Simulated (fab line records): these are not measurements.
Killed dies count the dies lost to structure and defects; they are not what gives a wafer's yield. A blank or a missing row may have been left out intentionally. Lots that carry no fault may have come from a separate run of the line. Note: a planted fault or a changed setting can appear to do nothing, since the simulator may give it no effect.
fab line records + flow sky130 + part 2 of 2: steps 26 to 37 of 37
record:
- lots: 5
- wafers: 15
- last-day: 50
route steps=708 shown VIA4@656 METAL5@661 PASSIVATION@681
lots that met no fault: from a run of the same line without faults
start-h: hours from the record's opening day to when the first of the lot's shown wafers began + wait-h: hours elapsed since this lot's preceding step + " the same as in the row above + L1.1+2: several wafers, shown together as one row + - no value, or no start given + * or withheld: withheld + < > ~ a bound
route shown NAME@n: NAME is a module with steps in the file, n the number in the route of the first one + usual: average and standard deviation across the fault-free wafers + same: alike in all rows + chamber/n: place in a boat + sites: the reading at each site + _std_site: standard deviation of those values + _edge_site: outer sites' mean less inner sites' + radius-mm: how far each site lies from the wafer's centre + mask NAME#n: copy n + behind: tool/chamber where the wafer was last shaped + hold: why the lot was held/for how many hours/how that ended + device: whichever transistor did not switch (one of n, p or np) + end of line: the route-end tests of the same wafers + step lacking rows: just its recipe + killed: count of dies lost to structure and defects at first sort (not the wafer's yield) + map: dies across one wafer; x = killed, . = not, _ = none there
set.NAME: the run value of the setting; set.NAME@STEP: its run value at that earlier step + model.NAME: the simulator's own value behind a step, which no gauge read
lots at some steps of the route; a table a step, a row a wafer
services: a tool's chamber out of use, with start hour (start-h, from the record's first day; less than 0 if before it), hours out, and reason
== steps ==
step: SKY_PASSIVATION_CVD_00
recipe:
- material: SiO2
- target-thk-nm: 90
- temp-c: 400
- time-s: withheld
- rf-w: 600
usual:
- heater-power-outer-w: 406/58
- heater-power-w: 701/95
- rf-fwd-power-W: 588/3.5
- susceptor-temp-C: 400.02/0.24
| lot.wafer | tool     | chamber | start-h | wait-h | heater-power-outer-w | heater-power-w | rf-fwd-power-W | susceptor-temp-C |
|-----------|----------|---------|---------|--------|----------------------|----------------|----------------|------------------|
| L077.1    | pecvd-04 | 2       | 1052.99 | 0.0    | 329                  | 559            | 584            | 400.00           |
| L077.2    | "        | 1       | "       | "      | 543                  | 867            | 593            | 400.22           |
| L077.3    | "        | 0       | "       | "      | 428                  | 772            | 595            | 400.37           |
| L087.1    | pecvd-02 | 0       | 1112.07 | 0.0    | 468                  | 809            | 584            | 400.00           |
| L087.2    | "        | 2       | "       | "      | 370                  | 588            | 590            | 400.31           |
| L087.4    | "        | 0       | "       | "      | 471                  | 814            | 586            | 400.16           |
| L090.1    | pecvd-01 | 1       | 1130.42 | 0.0    | 307                  | 563            | 589            | 399.75           |
| L090.5    | "        | 1       | "       | "      | 312                  | 570            | 589            | 399.54           |
| L090.6    | "        | 2       | "       | "      | 421                  | 730            | 590            | 400.05           |
| L091.2    | pecvd-01 | 2       | 1139.16 | 0.0    | 417                  | 708            | 589            | 400.06           |
| L091.3    | "        | 1       | "       | "      | 331                  | 590            | 589            | 399.93           |
| L091.5    | "        | 0       | "       | "      | 360                  | 682            | 583            | 399.90           |
| L095.1    | pecvd-04 | 1       | 1152.35 | 0.0    | 453                  | 741            | 588            | 400.34           |
| L095.2    | "        | 2       | "       | "      | 341                  | 585            | 587            | 400.06           |
| L095.4    | "        | 1       | "       | "      | 455                  | 763            | 588            | 400.02           |
step: SKY_PASSIVATION_THK_MEAS_01
recipe:
- reads: SiO2_of_PASSIVATION_CVD_00
usual:
- PASSIVATION_CVD_00_THK: 90.3/1.1
| lot.wafer | tool          | chamber | start-h | wait-h | PASSIVATION_CVD_00_THK[nm] |
|-----------|---------------|---------|---------|--------|----------------------------|
| L077.1    | film-metro-02 | -       | 1053.01 | -      | 89.6                       |
| L077.2    | "             | -       | "       | "      | 91.0                       |
| L077.3    | "             | -       | "       | "      | 87.6                       |
| L087.1    | film-metro-02 | -       | 1112.09 | -      | 89.5                       |
| L087.2    | "             | -       | "       | "      | 87.7                       |
| L087.4    | "             | -       | "       | "      | 91.2                       |
| L090.1    | film-metro-01 | -       | 1130.44 | -      | 89.7                       |
| L090.5    | "             | -       | "       | "      | 91.9                       |
| L090.6    | "             | -       | "       | "      | 90.7                       |
| L091.2    | film-metro-02 | -       | 1139.19 | -      | 89.7                       |
| L091.3    | "             | -       | "       | "      | 90.6                       |
| L091.5    | "             | -       | "       | "      | 91.3                       |
| L095.1    | film-metro-02 | -       | 1152.38 | -      | 91.4                       |
| L095.2    | "             | -       | "       | "      | 90.9                       |
| L095.4    | "             | -       | "       | "      | 92.3                       |
step: SKY_PASSIVATION_CVD_02
recipe:
- material: Si3N4
- target-thk-nm: 540
- temp-c: 400
- time-s: withheld
- rf-w: 450
usual:
- heater-power-outer-w: 441/61
- heater-power-w: 746/92
- rf-fwd-power-W: 449.2/1.5
- susceptor-temp-C: 399.99/0.23
| lot.wafer | tool     | chamber | start-h | wait-h | heater-power-outer-w | heater-power-w | rf-fwd-power-W | susceptor-temp-C |
|-----------|----------|---------|---------|--------|----------------------|----------------|----------------|------------------|
| L077.1    | pecvd-02 | 2       | 1053.07 | 0.1    | 390                  | 616            | 450.6          | 399.91           |
| L077.2    | "        | 1       | "       | "      | 403                  | 700            | 447.8          | 399.93           |
| L077.3    | "        | 0       | "       | "      | 528                  | 889            | 448.3          | 399.85           |
| L087.1    | pecvd-01 | 2       | 1112.15 | 0.1    | 482                  | 801            | 449.9          | 399.85           |
| L087.2    | "        | 1       | "       | "      | 327                  | 598            | 450.4          | 399.71           |
| L087.4    | "        | 1       | "       | "      | 356                  | 612            | 450.5          | 399.92           |
| L090.1    | pecvd-04 | 1       | 1130.50 | 0.1    | 568                  | 876            | 448.5          | 400.28           |
| L090.5    | "        | 0       | "       | "      | 442                  | 802            | 451.0          | 399.82           |
| L090.6    | "        | 1       | "       | "      | 569                  | 896            | 450.5          | 400.36           |
| L091.2    | pecvd-02 | 1       | 1139.24 | 0.0    | 396                  | 710            | 449.4          | 399.94           |
| L091.3    | "        | 2       | "       | "      | 475                  | 714            | 447.2          | 400.17           |
| L091.5    | "        | 1       | "       | "      | 421                  | 711            | 450.2          | 400.12           |
| L095.1    | pecvd-01 | 1       | 1152.44 | 0.1    | 410                  | 701            | 451.1          | 400.06           |
| L095.2    | "        | 0       | "       | "      | 504                  | 886            | 446.1          | 399.48           |
| L095.4    | "        | 2       | "       | "      | 509                  | 829            | 450.6          | 399.75           |
step: SKY_PASSIVATION_THK_MEAS_03
recipe:
- reads: Si3N4_of_PASSIVATION_CVD_02
usual:
- PASSIVATION_CVD_02_THK: 540/7.2
| lot.wafer | tool          | chamber | start-h | wait-h | PASSIVATION_CVD_02_THK[nm] |
|-----------|---------------|---------|---------|--------|----------------------------|
| L077.1    | film-metro-01 | -       | 1053.30 | -      | 537                        |
| L077.2    | "             | -       | "       | "      | 538                        |
| L077.3    | "             | -       | "       | "      | 531                        |
| L087.1    | film-metro-02 | -       | 1112.38 | -      | 535                        |
| L087.2    | "             | -       | "       | "      | 541                        |
| L087.4    | "             | -       | "       | "      | 542                        |
| L090.1    | film-metro-01 | -       | 1130.73 | -      | 530                        |
| L090.5    | "             | -       | "       | "      | 540                        |
| L090.6    | "             | -       | "       | "      | 544                        |
| L091.2    | film-metro-01 | -       | 1139.48 | -      | 539                        |
| L091.3    | "             | -       | "       | "      | 533                        |
| L091.5    | "             | -       | "       | "      | 553                        |
| L095.1    | film-metro-03 | -       | 1152.66 | -      | 533                        |
| L095.2    | "             | -       | "       | "      | 534                        |
| L095.4    | "             | -       | "       | "      | 538                        |
step: SKY_PASSIVATION_DEHYDRATE_04
recipe:
- temp-c: 200
- time-s: 60
| lot.wafer  | tool           | chamber | start-h | wait-h |
|------------|----------------|---------|---------|--------|
| L077.1+2+3 | litho-track-02 | 0       | 1063.15 | 9.8    |
| L087.1+2+4 | litho-track-01 | 0       | 1121.01 | 8.6    |
| L090.1+5+6 | litho-track-02 | 0       | 1139.15 | 8.4    |
| L091.2+3+5 | litho-track-03 | 0       | 1148.26 | 8.8    |
| L095.1+2+4 | litho-track-02 | 0       | 1160.45 | 7.8    |
step: SKY_PASSIVATION_HMDS_05
recipe:
- prime-time-s: 60
- prime-temp-c: 120
| lot.wafer  | tool           | chamber | start-h | wait-h |
|------------|----------------|---------|---------|--------|
| L077.1+2+3 | litho-track-02 | 0       | 1063.30 | 0.1    |
| L087.1+2+4 | litho-track-01 | 0       | 1121.16 | 0.1    |
| L090.1+5+6 | litho-track-02 | 0       | 1139.30 | 0.1    |
| L091.2+3+5 | litho-track-03 | 0       | 1148.41 | 0.1    |
| L095.1+2+4 | litho-track-02 | 0       | 1160.60 | 0.1    |
step: SKY_PASSIVATION_COAT_06
recipe:
- spin-rpm: 2000
- resist-thk-nm: 3049
usual:
- dispense-pressure-kPa: 50/3.6
| lot.wafer | tool           | chamber | start-h | wait-h | dispense-pressure-kPa |
|-----------|----------------|---------|---------|--------|-----------------------|
| L077.1    | litho-track-02 | 0       | 1063.45 | 0.1    | 52                    |
| L077.2    | "              | 0       | "       | "      | 52                    |
| L077.3    | "              | 0       | "       | "      | 52                    |
| L087.1    | litho-track-01 | 0       | 1121.31 | 0.1    | 52                    |
| L087.2    | "              | 0       | "       | "      | 52                    |
| L087.4    | "              | 0       | "       | "      | 52                    |
| L090.1    | litho-track-02 | 0       | 1139.45 | 0.1    | 52                    |
| L090.5    | "              | 0       | "       | "      | 52                    |
| L090.6    | "              | 0       | "       | "      | 52                    |
| L091.2    | litho-track-03 | 0       | 1148.56 | 0.1    | 43                    |
| L091.3    | "              | 0       | "       | "      | 43                    |
| L091.5    | "              | 0       | "       | "      | 43                    |
| L095.1    | litho-track-02 | 0       | 1160.75 | 0.1    | 52                    |
| L095.2    | "              | 0       | "       | "      | 52                    |
| L095.4    | "              | 0       | "       | "      | 52                    |
step: SKY_PASSIVATION_SOFTBAKE_07
recipe:
- temp-c: 110
- time-s: withheld
| lot.wafer  | tool           | chamber | start-h | wait-h |
|------------|----------------|---------|---------|--------|
| L077.1+2+3 | litho-track-02 | 0       | 1063.60 | 0.1    |
| L087.1+2+4 | litho-track-01 | 0       | 1121.46 | 0.1    |
| L090.1+5+6 | litho-track-02 | 0       | 1139.60 | 0.1    |
| L091.2+3+5 | litho-track-03 | 0       | 1148.71 | 0.1    |
| L095.1+2+4 | litho-track-02 | 0       | 1160.90 | 0.1    |
step: SKY_PASSIVATION_EXPOSE_08
recipe:
- mask-id: NSM
- target-cd-nm: 3000
- na: 0.57
- dose-mj: 260
| lot.wafer  | tool             | chamber | start-h | wait-h | mask  |
|------------|------------------|---------|---------|--------|-------|
| L077.1+2+3 | iline-stepper-02 | 0       | -       | -      | NSM#0 |
| L087.1+2+4 | iline-stepper-01 | 0       | -       | -      | NSM#0 |
| L090.1+5+6 | iline-stepper-01 | 0       | -       | -      | NSM#0 |
| L091.2+3+5 | iline-stepper-02 | 0       | -       | -      | NSM#0 |
| L095.1+2+4 | iline-stepper-01 | 0       | -       | -      | NSM#0 |
step: SKY_PASSIVATION_PEB_09
recipe:
- temp-c: 115
- time-s: withheld
| lot.wafer  | tool           | chamber | start-h | wait-h |
|------------|----------------|---------|---------|--------|
| L077.1+2+3 | litho-track-02 | 0       | -       | -      |
| L087.1+2+4 | litho-track-02 | 0       | -       | -      |
| L090.1+5+6 | litho-track-01 | 0       | -       | -      |
| L091.2+3+5 | litho-track-02 | 0       | -       | -      |
| L095.1+2+4 | litho-track-03 | 0       | -       | -      |
step: SKY_PASSIVATION_DEVELOP_10
recipe:
- develop-time-s: 60
- dev-temp-c: 23
same:
- develop-time-s: 60
| lot.wafer  | tool           | chamber | start-h | wait-h |
|------------|----------------|---------|---------|--------|
| L077.1+2+3 | litho-track-02 | 0       | -       | -      |
| L087.1+2+4 | litho-track-02 | 0       | -       | -      |
| L090.1+5+6 | litho-track-01 | 0       | -       | -      |
| L091.2+3+5 | litho-track-02 | 0       | -       | -      |
| L095.1+2+4 | litho-track-03 | 0       | -       | -      |
step: SKY_PASSIVATION_ETCH_11
recipe:
- chemistry: CF4/O2
- target-depth-nm: 725
- stop-on: AlCu
- source-w: 800
- bias-w: 150
- pressure-mtorr: 150
- cf4-flow-sccm: 80
- O2_flow_sccm: 10
- time-s: 161.1
usual:
- drypump-motor-current-A: 5.7/0.46
- oes-product-au: 0.977/0.007
- rf-fwd-power-W: 797.2/2.4
- throttle-valve-pct: 5.964/0.0086
| lot.wafer | tool        | chamber | start-h | wait-h | drypump-motor-current-A | oes-product-au | rf-fwd-power-W | rf-hours-counter-h | throttle-valve-pct |
|-----------|-------------|---------|---------|--------|-------------------------|----------------|----------------|--------------------|--------------------|
| L077.1    | rie-diel-02 | 1       | 1074.25 | -      | 5.2                     | 0.969          | 796.8          | 23                 | 5.969              |
| L077.2    | "           | 3       | "       | "      | 5.5                     | 0.976          | 796.3          | 6                  | 5.968              |
| L077.3    | "           | 0       | "       | "      | 5.1                     | 0.974          | 802.6          | 10                 | 5.971              |
| L087.1    | rie-diel-01 | 0       | 1131.45 | -      | 5.8                     | 0.964          | 797.0          | 12                 | 5.981              |
| L087.2    | "           | 3       | "       | "      | 4.8                     | 0.984          | 795.3          | 11                 | 5.952              |
| L087.4    | "           | 2       | "       | "      | 5.1                     | 0.975          | 793.8          | 17                 | 5.950              |
| L090.1    | rie-diel-02 | 3       | 1149.51 | -      | 5.5                     | 0.966          | 795.3          | 8                  | 5.964              |
| L090.5    | "           | 3       | "       | "      | 5.5                     | 0.976          | 795.5          | -                  | 5.965              |
| L090.6    | "           | 0       | "       | "      | 5.1                     | 0.982          | 797.3          | -                  | 5.975              |
| L091.2    | rie-diel-02 | 2       | 1157.85 | -      | 6.0                     | 0.975          | 795.8          | 28                 | 5.983              |
| L091.3    | "           | 1       | "       | "      | 5.2                     | 0.971          | 798.0          | 26                 | 5.980              |
| L091.5    | "           | 1       | "       | "      | 5.2                     | 0.983          | 797.3          | -                  | 5.971              |
| L095.1    | rie-diel-01 | 2       | 1169.93 | -      | 5.1                     | 0.968          | 793.0          | 18                 | 5.972              |
| L095.2    | "           | 0       | "       | "      | 5.8                     | 0.974          | 796.4          | 13                 | 5.958              |
| L095.4    | "           | 1       | "       | "      | 4.9                     | 0.979          | 797.0          | 14                 | 5.966              |
== services ==
| tool             | chamber | start-h | hours | kind   |
|------------------|---------|---------|-------|--------|
| rie-metal-04     | -       | 1007.62 | 0.5   | repair |
| iline-stepper-01 | -       | 1008.51 | 1.7   | pm     |
| cmp-01           | -       | 1017.22 | 5.9   | pm     |
| rie-diel-02      | 1       | 1025.53 | 4.1   | repair |
| rie-diel-02      | 3       | 1030.77 | 10.8  | repair |
| pecvd-01         | -       | 1046.92 | 2.8   | pm     |
| iline-stepper-01 | -       | 1050.22 | 4.2   | repair |
| wet-bench-04     | -       | 1056.34 | 1.2   | repair |
| cvd-w-02         | 1       | 1056.49 | 4.8   | repair |
| wet-bench-04     | -       | 1061.08 | 49.9  | repair |
| rie-diel-02      | 2       | 1067.50 | 15.1  | repair |
| rie-metal-03     | -       | 1086.78 | 10.4  | repair |
| pecvd-01         | 0       | 1102.99 | 5.5   | repair |
| cvd-w-02         | 0       | 1114.67 | 6.8   | repair |
| rie-diel-02      | -       | 1124.93 | 14.6  | pm     |
| iline-stepper-02 | -       | 1127.29 | 2.1   | pm     |
| cmp-01           | -       | 1132.79 | 3.4   | pm     |
| pvd-sputter-01   | -       | 1139.45 | 2.7   | repair |
| rie-diel-02      | 0       | 1142.84 | 2.6   | repair |
| pvd-sputter-03   | -       | 1143.09 | 0.6   | repair |
| cmp-01           | -       | 1143.81 | 0.3   | repair |
| cvd-w-02         | -       | 1149.20 | 2.1   | repair |
| iline-stepper-01 | -       | 1151.08 | 1.9   | repair |
| pecvd-04         | -       | 1153.40 | 1.7   | repair |
